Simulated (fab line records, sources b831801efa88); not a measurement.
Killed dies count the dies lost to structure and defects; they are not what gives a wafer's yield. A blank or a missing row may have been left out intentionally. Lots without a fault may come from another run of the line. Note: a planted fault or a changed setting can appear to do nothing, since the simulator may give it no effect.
fab line records	flow sky130
[record] lots = 5	wafers = 23
route steps=708 shown VT_ADJUST_HVTR@134 SONOS_ONO@168 GATE_OXIDE@188 RES_PROTECT@208 POLY_GATE@213 LDD_N@246 LDD_P@259
start_h: hours from the record's first day to the start of the lot's first wafer shown	wait_h: hours elapsed since this lot's preceding step	" unchanged from the row above	L1.1+2: several wafers, shown together as one row	- no value, or no start was given	* or withheld: withheld	< > ~ a bound
route shown NAME@n: names a module that has steps shown in the file, with the first one's number in the route	usual: mean/standard deviation of fault-free wafers	same: alike in all rows	chamber/n: place in a boat	sites: each site's reading	_std_site: how widely they spread, as a standard deviation	_edge_site: outer sites' mean less inner sites'	radius_mm: how far each site lies from the wafer's centre	mask NAME#n: copy n	behind: the tool/chamber that last shaped the wafer	hold: the reason the lot was held/the length of the hold in hours/how it ended	device: whichever transistor did not switch (one of n, p or np)	end of line: the route-end tests of the same wafers	a step with no rows: only its recipe	killed: dies lost to structure and defects at the first sort, not the wafer's yield	map: the dies of a wafer, with x for killed, . for not killed, _ for no die there
set.NAME: the setting that was run; set.NAME@STEP: the one run at that earlier step	model.NAME: the simulator's own value behind a step, which no gauge read
lots with deliberately changed settings; one table per step, one row per wafer
[[steps]]
[step SKY_VT_ADJUST_HVTR_SOFTBAKE_03]
[recipe] temp_c = 90	time_s = 60	resist = NOVOLAK
lot.wafer	tool	chamber	start_h	wait_h	set.temp_c
L076.2+6	litho_track-02	0	209.98	0.1	91.98
L076.3+4+5	"	0	"	"	90
L080.1+6	litho_track-01	0	235.89	0.1	91.63
L080.3+4+5	"	0	"	"	90
L081.1+2	litho_track-02	0	244.46	0.1	91.69
L081.3+4+6	"	0	"	"	90
L082.1+4+6	litho_track-01	0	251.84	0.1	90
L082.2+5	"	0	"	"	86.32
L084.3+5+6	litho_track-01	0	265.89	0.1	90
[step SKY_VT_ADJUST_HVTR_EXPOSE_04]
[recipe] mask_id = HVTRM	target_cd_nm = 380	na = 0.6	source_shape = conventional	sigma_outer = 0.6	dose_mj = 150
[step SKY_VT_ADJUST_HVTR_PEB_05]
[recipe] temp_c = withheld	time_s = *	resist = NOVOLAK
[step SKY_VT_ADJUST_HVTR_DEVELOP_06]
[recipe] develop_time_s = 60	dev_temp_c = 23
lot.wafer	tool	chamber	start_h	wait_h	set.temp_c@VT_ADJUST_HVTR_SOFTBAKE_03	model.NOVOLAK_of_VT_ADJUST_HVTR_COAT_02.thk_nm
L076.2	litho_track-02	0	220.98	0.1	91.98	1132
L076.3	"	0	"	"	90	1141
L076.4	"	0	"	"	90	1139
L076.5	"	0	"	"	90	1136
L076.6	"	0	"	"	91.98	1135
L080.1	litho_track-02	0	247.46	0.1	91.63	1139
L080.3	"	0	"	"	90	1143
L080.4+5	"	0	"	"	90	1141
L080.6	"	0	"	"	91.63	1138
L081.1	litho_track-01	0	255.99	0.1	91.69	1135
L081.2	"	0	"	"	91.69	1134
L081.3	"	0	"	"	90	1144
L081.4+6	"	0	"	"	90	1139
L082.1	litho_track-02	0	263.51	0.1	90	1135
L082.2	"	0	"	"	86.32	1149
L082.4+6	"	0	"	"	90	1137
L082.5	"	0	"	"	86.32	1148
L084.3	litho_track-01	0	277.99	0.1	90	1140
L084.5	"	0	"	"	90	1142
L084.6	"	0	"	"	90	1145
[step SKY_VT_ADJUST_HVTR_IMPLANT_09]
[recipe] species = B	energy_kev = 10	dose_cm2 = 2.1e+12	tilt_deg = withheld
lot.wafer	tool	chamber	start_h	wait_h	set.dose_cm2
L076.2+3+5	implanter-01	0	221.29	0.0	2.253e+12
L076.4+6	"	0	"	"	2.1e+12
L080.1+4+6	implanter-04	0	247.82	0.1	2.1e+12
L080.3+5	"	0	"	"	2.024e+12
L081.1+4+6	implanter-03	0	256.29	0.0	1.975e+12
L081.2+3	"	0	"	"	2.1e+12
L082.1+4+5	implanter-01	0	263.81	0.0	2.1e+12
L082.2+6	"	0	"	"	2.007e+12
L084.3+5+6	implanter-04	0	278.29	0.1	2.1e+12
[step SKY_VT_ADJUST_HVTR_STRIP_10]
[recipe] chemistry = O2/N2	power_w = 1400	pressure_mtorr = 1500	platen_temp_c = withheld	o2_flow_sccm = 3000	n2_flow_sccm = 300	overash_fraction = 0.5
[usual] strip_time_to_endpoint_s = 14.18/0.034
lot.wafer	tool	chamber	start_h	wait_h	set.temp_c@VT_ADJUST_HVTR_SOFTBAKE_03	strip_time_to_endpoint_s
L076.2	plasma_asher-02	1	221.41	0.1	91.98	14.06
L076.3	"	1	"	"	90	14.19
L076.4	"	0	"	"	90	14.15
L076.5	"	1	"	"	90	14.14
L076.6	"	0	"	"	91.98	14.12
L080.1	plasma_asher-02	1	247.97	0.1	91.63	14.18
L080.3	"	1	"	"	90	14.21
L080.4	"	0	"	"	90	14.20
L080.5	"	0	"	"	90	14.19
L080.6	"	1	"	"	91.63	14.17
L081.1	plasma_asher-02	0	256.44	0.1	91.69	14.12
L081.2	"	1	"	"	91.69	14.10
L081.3	"	1	"	"	90	14.23
L081.4	"	0	"	"	90	14.17
L081.6	"	0	"	"	90	14.18
L082.1	plasma_asher-02	0	263.96	0.1	90	14.13
L082.2	"	1	"	"	86.32	14.30
L082.4	"	1	"	"	90	14.15
L082.5	"	0	"	"	86.32	14.28
L082.6	"	1	"	"	90	14.17
L084.3	plasma_asher-01	1	278.43	0.1	90	14.18
L084.5	"	0	"	"	90	14.21
L084.6	"	1	"	"	90	14.25
[step SKY_VT_ADJUST_HVTR_TW_MEAS_11]
[usual] VT_ADJUST_HVTR_TW = 209.6/1.3
lot.wafer	tool	chamber	start_h	wait_h	set.dose_cm2@VT_ADJUST_HVTR_IMPLANT_09	VT_ADJUST_HVTR_TW
L076.2	film_metro-04	-	221.52	0.1	2.253e+12	213.0
L076.3	"	-	"	"	2.253e+12	213.8
L076.4	"	-	"	"	2.1e+12	208.9
L076.5	"	-	"	"	2.253e+12	213.3
L076.6	"	-	"	"	2.1e+12	209.5
L080.1	film_metro-04	-	248.07	0.1	2.1e+12	209.7
L080.3	"	-	"	"	2.024e+12	207.0
L080.4	"	-	"	"	2.1e+12	209.3
L080.5	"	-	"	"	2.024e+12	207.7
L080.6	"	-	"	"	2.1e+12	209.3
L081.1	film_metro-04	-	256.54	0.1	1.975e+12	207.3
L081.2	"	-	"	"	2.1e+12	210.4
L081.3	"	-	"	"	2.1e+12	209.4
L081.4	"	-	"	"	1.975e+12	206.3
L081.6	"	-	"	"	1.975e+12	206.8
L082.1	film_metro-04	-	264.06	0.1	2.1e+12	206.9
L082.2	"	-	"	"	2.007e+12	205.1
L082.4	"	-	"	"	2.1e+12	208.1
L082.5	"	-	"	"	2.1e+12	207.8
L082.6	"	-	"	"	2.007e+12	205.2
L084.3	film_metro-04	-	278.51	0.1	2.1e+12	208.7
L084.5	"	-	"	"	2.1e+12	207.2
L084.6	"	-	"	"	2.1e+12	209.5
[step SKY_SONOS_ONO_OXIDATION_00]
[recipe] temp_c = 800	ambient = O2	idle_temp_c = 700	ramp_up_c_per_min = 10	ramp_down_c_per_min = 3	stabilise_s = 600	purge_s = 300	target_thk_a = 26	ox_time_s = 1249
lot.wafer	tool	chamber	start_h	wait_h	set.ox_time_s	model.SiO2_of_SONOS_ONO_OXIDATION_00.thk_nm
L076.2	-	-	-	1.0	1143	2.389
L076.3	"	-	"	"	1143	2.402
L076.4	"	-	"	"	1143	2.417
L076.5	"	-	"	"	1143	2.396
L076.6	"	-	"	"	1143	2.446
L080.1	-	-	-	1.2	1406	2.893
L080.3	"	-	"	"	1406	2.868
L080.4	"	-	"	"	1406	2.887
L080.5	"	-	"	"	1406	2.863
L080.6	"	-	"	"	1406	2.866
L081.1	-	-	-	1.4	1249	2.516
L081.2	"	-	"	"	1249	2.569
L081.3	"	-	"	"	1249	2.537
L081.4	"	-	"	"	1249	2.534
L081.6	"	-	"	"	1249	2.579
L082.1	-	-	-	1.0	1249	2.538
L082.2	"	-	"	"	1249	2.526
L082.4	"	-	"	"	1249	2.613
L082.5	"	-	"	"	1249	2.566
L082.6	"	-	"	"	1249	2.624
L084.3	furnace-01	0	332.18	1.2	1249	2.622
L084.5	"	0	"	"	1249	2.66
L084.6	"	0	"	"	1249	2.735
[step SKY_GATE_OXIDE_OXIDATION_01]
[recipe] temp_c = 900	ambient = O2	stabilise_s = 600	purge_s = 300	target_thk_a = 102.68	ox_time_s = 1473
lot.wafer	tool	chamber	start_h	wait_h	set.ox_time_s	model.SiO2_of_GATE_OXIDE_OXIDATION_01.thk_nm
L076.2	-	-	-	1.0	1473	10.35
L076.3	"	-	"	"	1473	10.29
L076.4	"	-	"	"	1473	10.15
L076.5	"	-	"	"	1473	10.25
L076.6	"	-	"	"	1473	10.21
L080.1	-	-	-	0.7	1395	9.81
L080.3	"	-	"	"	1395	9.851
L080.4	"	-	"	"	1395	9.728
L080.5	"	-	"	"	1395	9.473
L080.6	"	-	"	"	1395	9.462
L081.1	-	-	-	0.8	1306	9.483
L081.2	"	-	"	"	1306	9.615
L081.3	"	-	"	"	1306	9.566
L081.4	"	-	"	"	1306	9.431
L081.6	"	-	"	"	1306	9.42
L082.1	-	-	-	0.0	1400	9.602
L082.2	"	-	"	"	1400	9.699
L082.4	"	-	"	"	1400	9.579
L082.5	"	-	"	"	1400	9.615
L082.6	"	-	"	"	1400	9.669
L084.3	furnace-01	0	366.04	0.0	1473	10.14
L084.5	"	0	"	"	1473	10.1
L084.6	"	0	"	"	1473	10.06
[step SKY_GATE_OXIDE_COAT_05]
[recipe] resist = NOVOLAK	spin_rpm = 3000	resist_thk_nm = 1140
lot.wafer	tool	chamber	start_h	wait_h	set.resist_thk_nm	model.NOVOLAK_of_GATE_OXIDE_COAT_05.thk_nm
L076.2+4	litho_track-02	0	316.08	0.1	1140	1141
L076.3	"	0	"	"	1078	1077
L076.5	"	0	"	"	1078	1076
L076.6	"	0	"	"	1140	1137
L080.1	litho_track-04	0	347.39	0.1	1140	1142
L080.3	"	0	"	"	1140	1141
L080.4	"	0	"	"	1197	1197
L080.5	"	0	"	"	1197	1196
L080.6	"	0	"	"	1197	1199
L081.1	litho_track-02	0	354.16	0.1	1164	1158
L081.2+3	"	0	"	"	1140	1134
L081.4	"	0	"	"	1140	1135
L081.6	"	0	"	"	1164	1157
L082.1	litho_track-01	0	361.94	0.1	1140	1138
L082.2	"	0	"	"	1140	1139
L082.4	"	0	"	"	1140	1140
L082.5+6	"	0	"	"	1197	1194
L084.3	litho_track-04	0	380.89	0.1	1140	1147
L084.5	"	0	"	"	1140	1145
L084.6	"	0	"	"	1140	1143
[step SKY_GATE_OXIDE_SOFTBAKE_06]
[recipe] temp_c = 90	time_s = 60	resist = NOVOLAK
[step SKY_GATE_OXIDE_EXPOSE_07]
[recipe] mask_id = LVOM	na = 0.6	source_shape = conventional	sigma_outer = 0.6	polarization = unpolarized	target_cd_nm = 600	dose_mj = 172.4
[step SKY_GATE_OXIDE_IMPLANT_11]
[recipe] species = B	energy_kev = 10	dose_cm2 = 2.6e+12	tilt_deg = withheld
[step SKY_GATE_OXIDE_WET_ETCH_12]
[recipe] chemistry = dHF	target_depth_nm = 16.8	dry = n2_spin	target = SiO2	dilution = 100:1	temp_c = 25	time_s = 336
[step SKY_GATE_OXIDE_STRIP_13]
[recipe] chemistry = O2/N2	power_w = 1400	pressure_mtorr = 1500	platen_temp_c = withheld	o2_flow_sccm = 3000	n2_flow_sccm = 300	overash_fraction = 0.5
[usual] strip_time_to_endpoint_s = 14.16/0.04
lot.wafer	tool	chamber	start_h	wait_h	set.resist_thk_nm@GATE_OXIDE_COAT_05	strip_time_to_endpoint_s
L076.2	plasma_asher-02	0	329.74	0.0	1140	14.17
L076.3	"	0	"	"	1078	13.43
L076.4	"	1	"	"	1140	14.21
L076.5	"	1	"	"	1078	13.43
L076.6	"	0	"	"	1140	14.15
L080.1	plasma_asher-02	1	361.31	0.0	1140	14.20
L080.3	"	0	"	"	1140	14.20
L080.4	"	1	"	"	1197	14.82
L080.5	"	0	"	"	1197	14.80
L080.6	"	1	"	"	1197	14.86
L081.1	plasma_asher-02	1	368.17	0.0	1164	14.34
L081.2	"	0	"	"	1140	14.10
L081.3	"	0	"	"	1140	14.10
L081.4	"	1	"	"	1140	14.10
L081.6	"	1	"	"	1164	14.35
L082.1	plasma_asher-01	1	376.25	0.0	1140	14.15
L082.2	"	0	"	"	1140	14.16
L082.4	"	0	"	"	1140	14.17
L082.5	"	1	"	"	1197	14.77
L082.6	"	0	"	"	1197	14.78
L084.3	plasma_asher-01	1	396.23	0.0	1140	14.26
L084.5	"	0	"	"	1140	14.24
L084.6	"	1	"	"	1140	14.21
[step SKY_RES_PROTECT_COAT_02]
[recipe] resist = NOVOLAK	spin_rpm = 3000	resist_thk_nm = 1140
lot.wafer	tool	chamber	start_h	wait_h	set.spin_rpm	model.NOVOLAK_of_RES_PROTECT_COAT_02.thk_nm
L076.2	litho_track-02	0	345.98	0.1	2805	1174
L076.3	"	0	"	"	2805	1176
L076.4	"	0	"	"	2805	1175
L076.5	"	0	"	"	3000	1132
L076.6	"	0	"	"	3000	1137
L080.1	litho_track-02	0	377.86	0.1	2809	1174
L080.3	"	0	"	"	3000	1143
L080.4	"	0	"	"	2809	1173
L080.5	"	0	"	"	2809	1178
L080.6	"	0	"	"	3000	1139
L081.1	litho_track-01	0	385.54	0.1	3000	1140
L081.2+3	"	0	"	"	3000	1142
L081.4	"	0	"	"	2879	1165
L081.6	"	0	"	"	2879	1164
L082.1	litho_track-02	0	395.31	0.1	3000	1141
L082.2	"	0	"	"	3213	1103
L082.4	"	0	"	"	3000	1139
L082.5	"	0	"	"	3213	1102
L082.6	"	0	"	"	3000	1137
L084.3	litho_track-02	0	413.81	0.1	3000	1142
L084.5+6	"	0	"	"	3000	1139
[step SKY_RES_PROTECT_SOFTBAKE_03]
[recipe] temp_c = 90	time_s = 60	resist = NOVOLAK
[step SKY_RES_PROTECT_EXPOSE_04]
[recipe] mask_id = RPM	na = 0.6	source_shape = conventional	sigma_outer = 0.6	polarization = unpolarized	target_cd_nm = 1270	dose_mj = 131
[step SKY_RES_PROTECT_DEVELOP_06]
[recipe] resist = NOVOLAK	developer = TMAH	develop_time_s = 60	dev_temp_c = 23
[step SKY_POLY_GATE_IMPLANT_02]
[recipe] species = P	energy_kev = 30	dose_cm2 = 7.7e+15	tilt_deg = 0
[step SKY_RES_PROTECT_STRIP_07]
[recipe] chemistry = O2/N2	power_w = 1400	pressure_mtorr = 1500	platen_temp_c = withheld	o2_flow_sccm = 3000	n2_flow_sccm = 300	overash_fraction = 0.5
[usual] strip_time_to_endpoint_s = 23.28/0.037
lot.wafer	tool	chamber	start_h	wait_h	set.spin_rpm@RES_PROTECT_COAT_02	strip_time_to_endpoint_s
L076.2	plasma_asher-01	0	360.23	0.1	2805	23.65
L076.3	"	1	"	"	2805	23.67
L076.4	"	0	"	"	2805	23.66
L076.5	"	0	"	"	3000	23.21
L076.6	"	1	"	"	3000	23.25
L080.1	plasma_asher-01	1	392.58	0.1	2809	23.64
L080.3	"	0	"	"	3000	23.34
L080.4	"	1	"	"	2809	23.64
L080.5	"	1	"	"	2809	23.70
L080.6	"	0	"	"	3000	23.27
L081.1	plasma_asher-04	0	399.86	0.1	3000	23.32
L081.2	"	1	"	"	3000	23.35
L081.3	"	0	"	"	3000	23.31
L081.4	"	1	"	"	2879	23.54
L081.6	"	0	"	"	2879	23.55
L082.1	plasma_asher-02	0	410.18	0.1	3000	23.34
L082.2	"	1	"	"	3213	22.90
L082.4	"	1	"	"	3000	23.30
L082.5	"	1	"	"	3213	22.86
L082.6	"	0	"	"	3000	23.28
L084.3	plasma_asher-01	0	429.16	0.1	3000	23.30
L084.5	"	0	"	"	3000	23.28
L084.6	"	1	"	"	3000	23.26
[step SKY_POLY_GATE_COAT_07]
[recipe] resist = BARC	temp_c = withheld	time_s = withheld	spin_rpm = 3000	resist_thk_nm = 110
lot.wafer	tool	chamber	start_h	wait_h	set.spin_rpm	model.BARC_of_POLY_GATE_COAT_07.thk_nm
L076.2	litho_track-01	0	376.31	0.1	3000	110.1
L076.3	"	0	"	"	3082	109
L076.4	"	0	"	"	3082	108.6
L076.5	"	0	"	"	3000	110.6
L076.6	"	0	"	"	3000	110.4
L080.1	litho_track-01	0	408.94	0.1	3183	106.8
L080.3+6	"	0	"	"	3000	109.8
L080.4	"	0	"	"	3000	109.6
L080.5	"	0	"	"	3183	106.7
L081.1	litho_track-03	0	416.78	0.1	2837	112.8
L081.2	"	0	"	"	2837	113.1
L081.3+4	"	0	"	"	3000	110
L081.6	"	0	"	"	2837	113.3
L082.1	litho_track-01	0	426.29	0.1	3000	109.7
L082.2	"	0	"	"	3000	109.5
L082.4	"	0	"	"	3000	109.8
L082.5+6	"	0	"	"	3000	109.6
L084.3	litho_track-01	0	446.19	0.1	3000	110.3
L084.5	"	0	"	"	3000	110.7
L084.6	"	0	"	"	3000	110.2
[step SKY_POLY_GATE_ETCH_17]
[recipe] target_depth_nm = 180	stop_on = SiO2	over_etch_frac = 0.56667	chemistry = HBr/Cl2	target = poly-Si	icp_w = 400	bias_w = 100	pressure_mtorr = 10	HBr_flow_sccm = 150	Cl2_flow_sccm = 50	time_s = 70.5
lot.wafer	tool	chamber	start_h	wait_h	set.over_etch_frac	model.POLY_GATE.feature_depth_nm
L076.2	rie_si-01	1	391.26	0.0	0.56667	177.9
L076.3	"	0	"	"	0.56667	176.1
L076.4	"	2	"	"	0.56667	177
L076.5	"	0	"	"	0.56667	177.7
L076.6	"	1	"	"	0.56667	176.6
L080.1	rie_si-02	3	424.71	0.0	0.56667	179
L080.3	"	2	"	"	0.56667	180.8
L080.4	"	1	"	"	0.56667	179.1
L080.5	"	2	"	"	0.56667	179.3
L080.6	"	3	"	"	0.56667	179.6
L081.1	rie_si-02	2	432.66	0.0	0.56667	180.1
L081.2	"	1	"	"	0.4821	172.2
L081.3	"	3	"	"	0.56667	180.4
L081.4	"	0	"	"	0.4821	169.5
L081.6	"	0	"	"	0.4821	170.7
L082.1	rie_si-01	1	442.62	0.0	0.4127	163.5
L082.2	"	0	"	"	0.56667	176.1
L082.4	"	3	"	"	0.4127	158.7
L082.5	"	2	"	"	0.56667	180
L082.6	"	3	"	"	0.56667	176.5
L084.3	rie_si-01	2	462.02	0.0	0.56667	178.8
L084.5	"	2	"	"	0.56667	179.4
L084.6	"	1	"	"	0.56667	179.3
[step SKY_LDD_N_IMPLANT_09]
[recipe] species = As	energy_kev = 20	dose_cm2 = 7.5e+13	tilt_deg = withheld	rotation_deg = 113
lot.wafer	tool	chamber	start_h	wait_h	set.energy_kev	model.implant.rp_nm	model.implant.drp_nm
L076.2+3+4+5+6	implanter-02	0	423.89	0.1	20	15.82	7.212
L080.1+6	implanter-04	0	458.21	0.1	20	16.06	7.212
L080.3+4+5	"	0	"	"	20.31	16.25	7.289
L081.1+6	implanter-02	0	465.59	0.1	20.79	16.35	7.408
L081.2+3+4	"	0	"	"	20	15.89	7.212
L082.1+2+4+5+6	implanter-04	0	475.21	0.1	20	15.6	7.212
L084.3+5+6	implanter-02	0	495.48	0.1	20	15.66	7.212
[step SKY_LDD_P_EXPOSE_04]
[recipe] mask_id = PSDM	na = 0.6	source_shape = conventional	sigma_outer = 0.6	polarization = unpolarized	target_cd_nm = 380	dose_mj = 138
lot.wafer	tool	chamber	start_h	wait_h	mask	set.dose_mj
L076.2+6	iline_stepper-02	0	-	-	PSDM#0	138
L076.3+4+5	"	0	"	"	PSDM#0	141.3
L080.1+3+6	iline_stepper-01	0	-	-	PSDM#0	138
L080.4+5	"	0	"	"	PSDM#0	146.6
L081.1+4	iline_stepper-02	0	-	-	PSDM#0	138
L081.2+3+6	"	0	"	"	PSDM#0	140.9
L082.1+2+4+5+6	iline_stepper-01	0	-	-	PSDM#0	138
L084.3+5+6	iline_stepper-02	0	-	-	PSDM#0	138
[step SKY_LDD_P_PEB_05]
[recipe] temp_c = withheld	time_s = *	resist = NOVOLAK
[step SKY_LDD_P_DEVELOP_06]
[recipe] resist = NOVOLAK	developer = TMAH	develop_time_s = 60	dev_temp_c = 23
[step SKY_LDD_P_CD_MEAS_07]
[recipe] target_cd_nm = 380
[usual] cd_nm = 380.1/2
lot.wafer	tool	chamber	start_h	wait_h	set.dose_mj@LDD_P_EXPOSE_04	cd_nm
L076.2	cd_sem-02	-	456.26	0.1	138	379.2
L076.3	"	-	"	"	141.3	389.2
L076.4	"	-	"	"	141.3	387.5
L076.5	"	-	"	"	141.3	390.8
L076.6	"	-	"	"	138	382.2
L080.1	cd_sem-01	-	490.06	0.1	138	382.6
L080.3	"	-	"	"	138	382.0
L080.4	"	-	"	"	146.6	399.5
L080.5	"	-	"	"	146.6	401.1
L080.6	"	-	"	"	138	382.8
L081.1	cd_sem-01	-	496.99	0.1	138	378.3
L081.2	"	-	"	"	140.9	386.1
L081.3	"	-	"	"	140.9	385.6
L081.4	"	-	"	"	138	382.7
L081.6	"	-	"	"	140.9	387.5
L082.1	cd_sem-02	-	506.81	0.1	138	378.1
L082.2	"	-	"	"	138	381.4
L082.4	"	-	"	"	138	380.3
L082.5	"	-	"	"	138	379.5
L082.6	"	-	"	"	138	378.6
L084.3	cd_sem-02	-	526.75	0.1	138	379.9
L084.5	"	-	"	"	138	380.5
L084.6	"	-	"	"	138	379.3
[step SKY_LDD_P_IMPLANT_09]
[recipe] species = BF2	energy_kev = 25	dose_cm2 = 1e+13	tilt_deg = withheld
lot.wafer	tool	chamber	start_h	wait_h	set.energy_kev	model.implant.rp_nm	model.implant.drp_nm
L076.2+3+4+5+6	implanter-02	0	456.42	0.0	25	20.85	11.41
L080.1+3+4	implanter-03	0	490.21	0.0	24.33	20.94	11.19
L080.5+6	"	0	"	"	25	21.4	11.41
L081.1+2+6	implanter-01	0	497.14	0.0	25	20.58	11.41
L081.3+4	"	0	"	"	26.26	21.41	11.81
L082.1+2	implanter-02	0	506.96	0.0	25	20.44	11.41
L082.4+5+6	"	0	"	"	23.75	19.61	11
L084.3+5+6	implanter-03	0	526.91	0.1	25	20.5	11.41
[step SKY_LDD_P_STRIP_10]
[recipe] chemistry = O2/N2	power_w = 1400	pressure_mtorr = 1500	platen_temp_c = withheld	o2_flow_sccm = 3000	n2_flow_sccm = 300	overash_fraction = 0.5
[step SKY_LDD_P_TW_MEAS_11]
[usual] LDD_P_TW = 632/3.3
lot.wafer	tool	chamber	start_h	wait_h	set.energy_kev@LDD_P_IMPLANT_09	LDD_P_TW
L076.2	film_metro-03	-	456.66	0.1	25	631
L076.3	"	-	"	"	25	630
L076.4	"	-	"	"	25	628
L076.5	"	-	"	"	25	632
L076.6	"	-	"	"	25	633
L080.1	film_metro-04	-	490.46	0.1	24.33	623
L080.3	"	-	"	"	24.33	622
L080.4	"	-	"	"	24.33	624
L080.5	"	-	"	"	25	631
L080.6	"	-	"	"	25	632
L081.1	film_metro-03	-	497.39	0.1	25	634
L081.2	"	-	"	"	25	632
L081.3	"	-	"	"	26.26	641
L081.4	"	-	"	"	26.26	644
L081.6	"	-	"	"	25	635
L082.1	film_metro-04	-	507.21	0.1	25	632
L082.2	"	-	"	"	25	633
L082.4	"	-	"	"	23.75	620
L082.5	"	-	"	"	23.75	622
L082.6	"	-	"	"	23.75	624
L084.3	film_metro-03	-	527.13	0.1	25	636
L084.5	"	-	"	"	25	634
L084.6	"	-	"	"	25	637
[[key]]
[split] step = SKY_VT_ADJUST_HVTR_SOFTBAKE_03	setting = temp_c	stated = 90	by = wafer
[response] step = SKY_VT_ADJUST_HVTR_DEVELOP_06	reading = model.NOVOLAK_of_VT_ADJUST_HVTR_COAT_02.thk_nm	change = -2.71	per = 1%	r = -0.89
[response] step = SKY_VT_ADJUST_HVTR_STRIP_10	reading = strip_time_to_endpoint_s	change = *	per = 1%	r = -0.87
[split] step = SKY_VT_ADJUST_HVTR_IMPLANT_09	setting = dose_cm2	stated = 2.1e+12	by = wafer
[response] step = SKY_VT_ADJUST_HVTR_TW_MEAS_11	reading = VT_ADJUST_HVTR_TW	change = +0.557	per = 1%	r = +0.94
[split] step = SKY_SONOS_ONO_OXIDATION_00	setting = ox_time_s	stated = 1249	by = lot
[response] step = SKY_SONOS_ONO_OXIDATION_00	reading = model.SiO2_of_SONOS_ONO_OXIDATION_00.thk_nm	change = +0.0222	per = 1%	r = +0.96
[split] step = SKY_GATE_OXIDE_OXIDATION_01	setting = ox_time_s	stated = 1473	by = lot
[response] step = SKY_GATE_OXIDE_OXIDATION_01	reading = model.SiO2_of_GATE_OXIDE_OXIDATION_01.thk_nm	change = +0.0634	per = 1%	r = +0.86
[split] step = SKY_GATE_OXIDE_COAT_05	setting = resist_thk_nm	stated = 1140	by = wafer
[response] step = SKY_GATE_OXIDE_COAT_05	reading = model.NOVOLAK_of_GATE_OXIDE_COAT_05.thk_nm	change = +11.3	per = 1%	r = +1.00
[response] step = SKY_GATE_OXIDE_STRIP_13	reading = strip_time_to_endpoint_s	change = *	per = 1%	r = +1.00
[split] step = SKY_RES_PROTECT_COAT_02	setting = spin_rpm	stated = 3000	by = wafer
[response] step = SKY_RES_PROTECT_COAT_02	reading = model.NOVOLAK_of_RES_PROTECT_COAT_02.thk_nm	change = -5.57	per = 1%	r = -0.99
[response] step = SKY_RES_PROTECT_STRIP_07	reading = strip_time_to_endpoint_s	change = *	per = 1%	r = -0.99
[split] step = SKY_POLY_GATE_COAT_07	setting = spin_rpm	stated = 3000	by = wafer
[response] step = SKY_POLY_GATE_COAT_07	reading = model.BARC_of_POLY_GATE_COAT_07.thk_nm	change = -0.528	per = 1%	r = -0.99
[split] step = SKY_POLY_GATE_ETCH_17	setting = over_etch_frac	stated = 0.56667	by = wafer
[response] step = SKY_POLY_GATE_ETCH_17	reading = model.POLY_GATE.feature_depth_nm	change = +0.61	per = 1%	r = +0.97
[split] step = SKY_LDD_N_IMPLANT_09	setting = energy_kev	stated = 20	by = wafer
[response] step = SKY_LDD_N_IMPLANT_09	reading = model.implant.rp_nm	change = +0.116	per = 1%	r = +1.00
[response] step = SKY_LDD_N_IMPLANT_09	reading = model.implant.drp_nm	change = +0.0498	per = 1%	r = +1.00
[split] step = SKY_LDD_P_EXPOSE_04	setting = dose_mj	stated = 138	by = wafer
[response] step = SKY_LDD_P_CD_MEAS_07	reading = cd_nm	change = +2.93	per = 1%	r = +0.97
[split] step = SKY_LDD_P_IMPLANT_09	setting = energy_kev	stated = 25	by = wafer
[response] step = SKY_LDD_P_IMPLANT_09	reading = model.implant.rp_nm	change = +0.166	per = 1%	r = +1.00
[response] step = SKY_LDD_P_IMPLANT_09	reading = model.implant.drp_nm	change = +0.0805	per = 1%	r = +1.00
[response] step = SKY_LDD_P_TW_MEAS_11	reading = LDD_P_TW	change = +2.06	per = 1%	r = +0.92
